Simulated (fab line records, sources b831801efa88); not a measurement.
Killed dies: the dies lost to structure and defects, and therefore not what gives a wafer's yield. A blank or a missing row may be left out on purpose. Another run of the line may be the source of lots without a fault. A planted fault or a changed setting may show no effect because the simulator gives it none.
The tool behind it: which one? || flow gf180mcu || 14 lots, 42 wafers sampled, at 3 steps of a route of 602

== WHAT THE GAUGES READ, wafer by wafer ==
GF_SAB_OVL_MEAS_10.
{"lot": "L892", "measured": "day 14 20:13", "on": "overlay-01", "SAB_OVL (nm)": "-1.9 -1.8 -0.6"}
{"lot": "L893", "measured": "day 15 01:26", "on": "overlay-02", "SAB_OVL (nm)": "-0.3 -0.6 -0.2"}
{"lot": "L896", "measured": "day 16 12:47", "on": "overlay-01", "SAB_OVL (nm)": "1.2 0.5 -1.9"}
{"lot": "L898", "measured": "day 17 03:58", "on": "overlay-02", "SAB_OVL (nm)": "-1.2 -2.3 -2.4"}
{"lot": "L903", "measured": "day 19 03:38", "on": "overlay-02", "SAB_OVL (nm)": "-0.7 0.9 -0.1"}
{"lot": "L902", "measured": "day 19 10:12", "on": "overlay-02", "SAB_OVL (nm)": "1.0 -0.4 -0.3"}
{"lot": "L904", "measured": "day 20 00:16", "on": "overlay-01", "SAB_OVL (nm)": "-1.6 -1.3 -1.8"}
{"lot": "L907", "measured": "day 20 18:32", "on": "overlay-02", "SAB_OVL (nm)": "-1.8 -0.7 -1.5"}
{"lot": "L910", "measured": "day 21 11:01", "on": "overlay-01", "SAB_OVL (nm)": "-2.0 -0.1 0.4"}
{"lot": "L909", "measured": "day 21 11:53", "on": "overlay-01", "SAB_OVL (nm)": "0.2 0.3 -1.6"}
{"lot": "L912", "measured": "day 22 09:12", "on": "overlay-02", "SAB_OVL (nm)": "-2.3 -3.5 -1.9"}
{"lot": "L913", "measured": "day 22 23:31", "on": "overlay-02", "SAB_OVL (nm)": "-1.0 -0.8 -0.8"}
{"lot": "L914", "measured": "day 23 00:58", "on": "overlay-02", "SAB_OVL (nm)": "-0.1 -1.6 -0.3"}
{"lot": "L915", "measured": "day 23 11:11", "on": "overlay-01", "SAB_OVL (nm)": "-1.3 -0.5 -0.8"}

GF_SALICIDE_THK_MEAS_05: measures by xrf.
{"lot": "L892", "measured": "day 14 20:48", "on": "film-metro-03", "SALICIDE_TIN_THK (nm)": "20.53 20.21 20.93"}
{"lot": "L893", "measured": "day 15 01:59", "on": "film-metro-04", "SALICIDE_TIN_THK (nm)": "20.02 20.06 20.27"}
{"lot": "L896", "measured": "day 16 13:20", "on": "film-metro-02", "SALICIDE_TIN_THK (nm)": "20.14 20.15 20.20"}
{"lot": "L898", "measured": "day 17 04:37", "on": "film-metro-02", "SALICIDE_TIN_THK (nm)": "20.49 20.51 20.72"}
{"lot": "L903", "measured": "day 19 04:13", "on": "film-metro-04", "SALICIDE_TIN_THK (nm)": "20.25 20.40 20.42"}
{"lot": "L902", "measured": "day 19 10:46", "on": "film-metro-03", "SALICIDE_TIN_THK (nm)": "20.76 20.58 20.59"}
{"lot": "L904", "measured": "day 20 00:49", "on": "film-metro-02", "SALICIDE_TIN_THK (nm)": "20.81 20.72 20.58"}
{"lot": "L907", "measured": "day 20 19:06", "on": "film-metro-02", "SALICIDE_TIN_THK (nm)": "20.14 20.00 19.97"}
{"lot": "L910", "measured": "day 21 11:34", "on": "film-metro-02", "SALICIDE_TIN_THK (nm)": "20.30 20.39 20.60"}
{"lot": "L909", "measured": "day 21 12:27", "on": "film-metro-04", "SALICIDE_TIN_THK (nm)": "20.49 20.17 20.49"}
{"lot": "L912", "measured": "day 22 09:45", "on": "film-metro-03", "SALICIDE_TIN_THK (nm)": "20.50 20.53 20.62"}
{"lot": "L913", "measured": "day 23 00:04", "on": "film-metro-04", "SALICIDE_TIN_THK (nm)": "19.38 19.90 19.72"}
{"lot": "L914", "measured": "day 23 01:31", "on": "film-metro-04", "SALICIDE_TIN_THK (nm)": "20.32 20.56 20.75"}
{"lot": "L915", "measured": "day 23 11:44", "on": "film-metro-02", "SALICIDE_TIN_THK (nm)": "20.57 20.49 20.13"}

== EACH LOT AND THE TOOL THAT RAN IT (in order: tool; ch and the chambers of the sampled wafers; start) ==
{"lot": "L892", "GF_SALICIDE_SPUTTER_03": "pvd-sputter-01, day 14 20:38"}
{"lot": "L893", "GF_SALICIDE_SPUTTER_03": "pvd-sputter-04, day 15 01:49"}
{"lot": "L896", "GF_SALICIDE_SPUTTER_03": "pvd-sputter-04, day 16 13:11"}
{"lot": "L898", "GF_SALICIDE_SPUTTER_03": "pvd-sputter-01, day 17 04:26"}
{"lot": "L903", "GF_SALICIDE_SPUTTER_03": "pvd-sputter-01, day 19 04:02"}
{"lot": "L902", "GF_SALICIDE_SPUTTER_03": "pvd-sputter-01, day 19 10:37"}
{"lot": "L904", "GF_SALICIDE_SPUTTER_03": "pvd-sputter-01, day 20 00:40"}
{"lot": "L907", "GF_SALICIDE_SPUTTER_03": "pvd-sputter-04, day 20 18:56"}
{"lot": "L910", "GF_SALICIDE_SPUTTER_03": "pvd-sputter-03, day 21 11:25"}
{"lot": "L909", "GF_SALICIDE_SPUTTER_03": "pvd-sputter-04, day 21 12:18"}
{"lot": "L912", "GF_SALICIDE_SPUTTER_03": "pvd-sputter-04, day 22 09:36"}
{"lot": "L913", "GF_SALICIDE_SPUTTER_03": "pvd-sputter-01, day 22 23:55"}
{"lot": "L914", "GF_SALICIDE_SPUTTER_03": "pvd-sputter-03, day 23 01:22"}
{"lot": "L915", "GF_SALICIDE_SPUTTER_03": "pvd-sputter-01, day 23 11:34"}
- GF_SALICIDE_SPUTTER_03: material TiN, target thk 20 nm, time 16.7 s.

== AS READ BY THE TOOLS THEMSELVES (means over the sampled wafers that have a number; for cases with no such wafer, the mark the record gives instead) ==
GF_SALICIDE_SPUTTER_03.
{"lot": "L892", "tool": "pvd-sputter-01", "chamber-pressure-pa (Pa)": 0.4001, "throttle-valve-pct (%)": 31.3}
{"lot": "L893", "tool": "pvd-sputter-04", "chamber-pressure-pa (Pa)": 0.4002, "throttle-valve-pct (%)": 31.1}
{"lot": "L896", "tool": "pvd-sputter-04", "chamber-pressure-pa (Pa)": 0.4009, "throttle-valve-pct (%)": 29.9}
{"lot": "L898", "tool": "pvd-sputter-01", "chamber-pressure-pa (Pa)": 0.4004, "throttle-valve-pct (%)": 30.2}
{"lot": "L903", "tool": "pvd-sputter-01", "chamber-pressure-pa (Pa)": 0.3998, "throttle-valve-pct (%)": 31.3}
{"lot": "L902", "tool": "pvd-sputter-01", "chamber-pressure-pa (Pa)": 0.3834, "throttle-valve-pct (%)": 31.9}
{"lot": "L904", "tool": "pvd-sputter-01", "chamber-pressure-pa (Pa)": 0.3835, "throttle-valve-pct (%)": 31.4}
{"lot": "L907", "tool": "pvd-sputter-04", "chamber-pressure-pa (Pa)": 0.4001, "throttle-valve-pct (%)": 30.5}
{"lot": "L910", "tool": "pvd-sputter-03", "chamber-pressure-pa (Pa)": 0.3995, "throttle-valve-pct (%)": 30.1}
{"lot": "L909", "tool": "pvd-sputter-04", "chamber-pressure-pa (Pa)": 0.4003, "throttle-valve-pct (%)": 30.2}
{"lot": "L912", "tool": "pvd-sputter-04", "chamber-pressure-pa (Pa)": 0.4001, "throttle-valve-pct (%)": 30.5}
{"lot": "L913", "tool": "pvd-sputter-01", "chamber-pressure-pa (Pa)": 0.3997, "throttle-valve-pct (%)": 30.8}
{"lot": "L914", "tool": "pvd-sputter-03", "chamber-pressure-pa (Pa)": 0.4008, "throttle-valve-pct (%)": 30.4}
{"lot": "L915", "tool": "pvd-sputter-01", "chamber-pressure-pa (Pa)": 0.3999, "throttle-valve-pct (%)": 30.6}

== THE ANSWER, worked out from the rows above alone ==
Rule: usual is defined by the lots themselves. Put in order of their means at a reading, lots are off if they are a third of the lots or fewer, leave a main group of 4 or more, and stand apart from it by a gap of 3 or more times the standard deviation of the main group's means; of several such gaps the widest counts. A main group is skipped when, at the precision printed for the reading in the tables above, its means are all equal. Also off: a lot with no number at a reading for which 4 or more lots have one. The other lots that the step has rows for count as sound. Order of review: gauges by route order, followed by the tools' own readings, for which a lot's mean as printed above is used. At the first step where some lot is off, the reading lying furthest off is the one used; lots without a number count as furthest.
Off: L902, L904, at GF_SALICIDE_SPUTTER_03 (chamber-pressure-pa). Mean 0.4002 Pa and standard deviation 0.0004 in the main group.
If a tool, at that step or one of the process steps before it, ran each lot that is off and ran no sound lot following the first of them, it fits. No candidate that was tried fits.

== WHAT THE SIMULATOR PUT IN ==
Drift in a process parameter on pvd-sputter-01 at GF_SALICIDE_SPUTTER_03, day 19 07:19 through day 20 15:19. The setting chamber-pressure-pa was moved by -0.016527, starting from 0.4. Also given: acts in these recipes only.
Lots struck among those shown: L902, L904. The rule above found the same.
